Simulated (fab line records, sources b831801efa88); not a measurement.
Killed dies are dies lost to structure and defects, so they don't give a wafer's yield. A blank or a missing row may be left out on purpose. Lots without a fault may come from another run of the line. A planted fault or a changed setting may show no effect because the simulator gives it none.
Which tool did it? | flow sky130 | 11 lots, 33 wafers sampled, at 2 steps of a route of 708

WHAT THE GAUGES READ, wafer by wafer
SKY_LI_CONTACT_THK_MEAS_01.
lot  | measured     | on            | LI_CONTACT_HDPCVD_THK (nm)
L141 | day 28 22:01 | film_metro-01 | 931 928 941
L145 | day 30 07:19 | film_metro-01 | 932 946 937
L148 | day 32 02:45 | film_metro-01 | 932 913 922
L151 | day 32 18:58 | film_metro-01 | 911 922 920
L154 | day 33 10:01 | film_metro-01 | 940 927 941
L157 | day 34 02:35 | film_metro-02 | 920 904 910
L159 | day 34 11:16 | film_metro-04 | 923 916 923
L158 | day 34 17:23 | film_metro-04 | 930 936 940
L160 | day 35 01:03 | film_metro-04 | 916 942 931
L162 | day 35 12:32 | film_metro-02 | 903 923 911
L163 | day 35 20:45 | film_metro-02 | 912 911 923

WHICH TOOL RAN EACH LOT (tool, then ch and the chambers of the sampled wafers, then the start)
lot  | SKY_RES_XHIGH_STRIP_08
L141 | plasma_asher-02 ch 0,1, day 27 14:32
L145 | plasma_asher-02 ch 0,1, day 29 00:59
L148 | plasma_asher-01 ch 0,1, day 30 23:38
L151 | plasma_asher-02 ch 0,1, day 31 15:11
L154 | plasma_asher-03 ch 0,1, day 32 05:40
L157 | plasma_asher-02 ch 0,1, day 32 23:14
L159 | plasma_asher-02 ch 0,1, day 33 07:44
L158 | plasma_asher-01 ch 0,1, day 33 13:38
L160 | plasma_asher-02 ch 0,1, day 33 22:45
L162 | plasma_asher-01 ch 0,1, day 34 09:02
L163 | plasma_asher-02 ch 1, day 34 17:05
- SKY_RES_XHIGH_STRIP_08: strips in O2/N2.

WHAT THE TOOLS THEMSELVES READ (means of the sampled wafers that have a number; where no wafer has one, the mark that the record gives instead)
SKY_RES_XHIGH_STRIP_08.
lot  | tool            | drypump_motor_current_A (A) | oes_product_au (a.u.) | strip_time_to_endpoint_s (s)
L141 | plasma_asher-02 | 6.1                         | 0.710                 | 14.26
L145 | plasma_asher-02 | 6.1                         | 0.709                 | 14.25
L148 | plasma_asher-01 | 6.0                         | 0.717                 | 14.22
L151 | plasma_asher-02 | 6.1                         | 0.711                 | 14.22
L154 | plasma_asher-03 | 5.9                         | 0.715                 | 14.27
L157 | plasma_asher-02 | 5.6                         | 0.707                 | 14.28
L159 | plasma_asher-02 | 5.6                         | 0.707                 | 14.28
L158 | plasma_asher-01 | 6.0                         | 0.710                 | 14.30
L160 | plasma_asher-02 | 6.1                         | 0.713                 | 14.26
L162 | plasma_asher-01 | 6.2                         | 0.711                 | 14.30
L163 | plasma_asher-02 | 6.6                         | 0.712                 | 14.23

THE ANSWER, worked out from the rows above alone
Rule: what is usual is taken from the lots themselves. Put in order of their means at a reading, lots are off if they are a third of the lots or fewer, leave a main group of 4 or more, and stand apart from it by a gap of 3 or more times the standard deviation of the main group's means; of several such gaps the widest counts. A main group whose means are all the same, to the digits that the tables above print for the reading, isn't used. A lot without any number at a reading at which 4 lots or more have one is off too. The other lots that the step has rows for count as sound. The gauges are gone through in route order, then the tools' own readings, and for those a lot's mean is taken as printed above. The first step at which some lot is off is used, and at that step the reading that is off furthest; a lot without a number counts as furthest.
No lot is off at any reading shown: from this, nothing can be told.

WHAT THE SIMULATOR HAD PUT IN
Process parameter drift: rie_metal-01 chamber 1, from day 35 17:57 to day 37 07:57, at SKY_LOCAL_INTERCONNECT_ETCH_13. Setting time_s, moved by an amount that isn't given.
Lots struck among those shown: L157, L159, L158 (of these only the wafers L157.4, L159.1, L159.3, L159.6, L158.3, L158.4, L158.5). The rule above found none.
